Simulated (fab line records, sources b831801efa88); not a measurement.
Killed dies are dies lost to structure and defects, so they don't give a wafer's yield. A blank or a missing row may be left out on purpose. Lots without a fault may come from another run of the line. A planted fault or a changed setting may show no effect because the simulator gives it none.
Tool commonality check | flow sky130 | 11 lots, 39 wafers sampled

WHY IT WAS OPENED
At SKY_NWELL_TW_MEAS_26 the reading NWELL_2_TW is flagged on 2 of 11 lots. Wafers without a fault read 493, standard deviation 4.5.
Rule: a lot is flagged when every wafer of it that has a number lies more than 4 standard deviations from that mean, or none has a number. The other lots count as sound.

lot  | measured     | on            | NWELL_2_TW, wafer by wafer | flag
L152 | day 5 05:57  | film_metro-04 | 496 501 498                |
L156 | day 6 10:00  | film_metro-02 | 490 489 487                |
L158 | day 6 20:07  | film_metro-04 | 30 30 30 30 30 30          | FLAGGED
L159 | day 7 03:46  | film_metro-04 | 30 30 30 30 30 30          | FLAGGED
L160 | day 7 06:56  | film_metro-04 | 500 499 499                |
L164 | day 8 14:16  | film_metro-04 | 496 497 498                |
L168 | day 9 08:10  | film_metro-02 | 491 489 491                |
L171 | day 10 05:14 | film_metro-01 | 490 491 489                |
L173 | day 10 17:39 | film_metro-02 | 492 490 490                |
L174 | day 10 21:31 | film_metro-02 | 489 492 489                |
L175 | day 11 03:46 | film_metro-01 | 493 495 492                |
The numbers of the flagged lots are 30 on average: -463 against the usual, or -99 or more standard deviations.

WHICH TOOL RAN EACH LOT
The record holds 3 process steps before the reading, out of a route of 708 steps. In each cell: the tool, then ch and the chambers that the sampled wafers went through, then the start.
lot  | flag    | SKY_FIELD_ISO_ETCH_17           | SKY_NWELL_STRIP_14                   | SKY_NWELL_STRIP_25
L152 |         | rie_si-01 ch 0,1,3, day 2 05:31 | plasma_asher-03 ch 0,1, day 4 13:13  | plasma_asher-03 ch 0,1, day 5 05:51
L156 |         | rie_si-02 ch 1,2, day 3 02:17   | plasma_asher-03 ch 0,1, day 5 14:55  | plasma_asher-03 ch 0,1, day 6 09:54
L158 | FLAGGED | rie_si-01 ch 0,1,3, day 3 12:51 | plasma_asher-04 ch 0,1, day 6 01:35  | plasma_asher-02 ch 0,1, day 6 20:02
L159 | FLAGGED | rie_si-01 ch 1,3, day 3 16:54   | plasma_asher-04 ch 0,1, day 6 09:12  | plasma_asher-04 ch 1, day 7 03:40
L160 |         | rie_si-02 ch 0,2,3, day 3 21:52 | plasma_asher-03 ch 0,1, day 6 12:06  | plasma_asher-02 ch 0,1, day 7 06:50
L164 |         | rie_si-01 ch 0,2,3, day 4 20:05 | plasma_asher-03 ch 0,1, day 7 17:24  | plasma_asher-03 ch 0,1, day 8 14:10
L168 |         | rie_si-01 ch 0,1,2, day 5 17:49 | plasma_asher-02 ch 0,1, day 8 11:00  | plasma_asher-04 ch 0,1, day 9 08:04
L171 |         | rie_si-01 ch 2,3, day 6 08:59   | plasma_asher-03 ch 0,1, day 9 06:38  | plasma_asher-02 ch 0,1, day 10 05:08
L173 |         | rie_si-02 ch 1,2,3, day 6 17:53 | plasma_asher-03 ch 0,1, day 9 18:43  | plasma_asher-03 ch 0,1, day 10 17:33
L174 |         | rie_si-02 ch 1,3, day 6 22:13   | plasma_asher-04 ch 0,1, day 9 22:30  | plasma_asher-04 ch 0,1, day 10 21:25
L175 |         | rie_si-02 ch 1,3, day 7 04:28   | plasma_asher-04 ch 0,1, day 10 04:21 | plasma_asher-04 ch 0, day 11 03:40
What these steps do:
- SKY_FIELD_ISO_ETCH_17: etches Si in HBr/Cl2/O2, target depth 342 nm, time 97.7 s.
- SKY_NWELL_STRIP_14: strips in O2/N2.
- SKY_NWELL_STRIP_25: strips in O2/N2.
- SKY_NWELL_TW_MEAS_26

FLAGGED OVER TOTAL, TOOL BY TOOL (the gauges that took the reading come last)
step                  | tool            | lots run | flagged | share of the flagged lots | sound lots run after its first flagged lot
SKY_FIELD_ISO_ETCH_17 | rie_si-01       | 6        | 2       | all                       | 3 (L164,L168,L171)
SKY_FIELD_ISO_ETCH_17 | rie_si-02       | 5        | 0       | none                      | -
SKY_NWELL_STRIP_14    | plasma_asher-02 | 1        | 0       | none                      | -
SKY_NWELL_STRIP_14    | plasma_asher-03 | 6        | 0       | none                      | -
SKY_NWELL_STRIP_14    | plasma_asher-04 | 4        | 2       | all                       | 2 (L174,L175)
SKY_NWELL_STRIP_25    | plasma_asher-02 | 3        | 1       | some                      | 2 (L160,L171)
SKY_NWELL_STRIP_25    | plasma_asher-03 | 4        | 0       | none                      | -
SKY_NWELL_STRIP_25    | plasma_asher-04 | 4        | 1       | some                      | 3 (L168,L174,L175)
SKY_NWELL_TW_MEAS_26  | film_metro-01   | 2        | 0       | none                      | -
SKY_NWELL_TW_MEAS_26  | film_metro-02   | 4        | 0       | none                      | -
SKY_NWELL_TW_MEAS_26  | film_metro-04   | 5        | 2       | all                       | 2 (L160,L164)

WHAT THE TABLE ALLOWS
3 rows of the table ran every flagged lot: rie_si-01 at SKY_FIELD_ISO_ETCH_17, plasma_asher-04 at SKY_NWELL_STRIP_14, film_metro-04 at SKY_NWELL_TW_MEAS_26.
- rie_si-01 at SKY_FIELD_ISO_ETCH_17: 2 of its 6 lots flagged. Sound lots ran on it after the first flagged one (L164, L168, L171), which a lasting fault on the whole tool wouldn't allow.
- plasma_asher-04 at SKY_NWELL_STRIP_14: 2 of its 4 lots flagged. Sound lots ran on it after the first flagged one (L174, L175), which a lasting fault on the whole tool wouldn't allow. On the flagged lots its readings are blank where sound lots have values: chamber_pressure_mTorr, drypump_motor_current_A, oes_product_au, strip_time_to_endpoint_s.
- film_metro-04 at SKY_NWELL_TW_MEAS_26: 2 of its 5 lots flagged. Sound lots ran on it after the first flagged one (L160, L164), which a lasting fault on the whole tool wouldn't allow.
No row of the table ran every flagged lot and no sound lot after the first.

WHAT THE SIMULATOR HAD PUT IN
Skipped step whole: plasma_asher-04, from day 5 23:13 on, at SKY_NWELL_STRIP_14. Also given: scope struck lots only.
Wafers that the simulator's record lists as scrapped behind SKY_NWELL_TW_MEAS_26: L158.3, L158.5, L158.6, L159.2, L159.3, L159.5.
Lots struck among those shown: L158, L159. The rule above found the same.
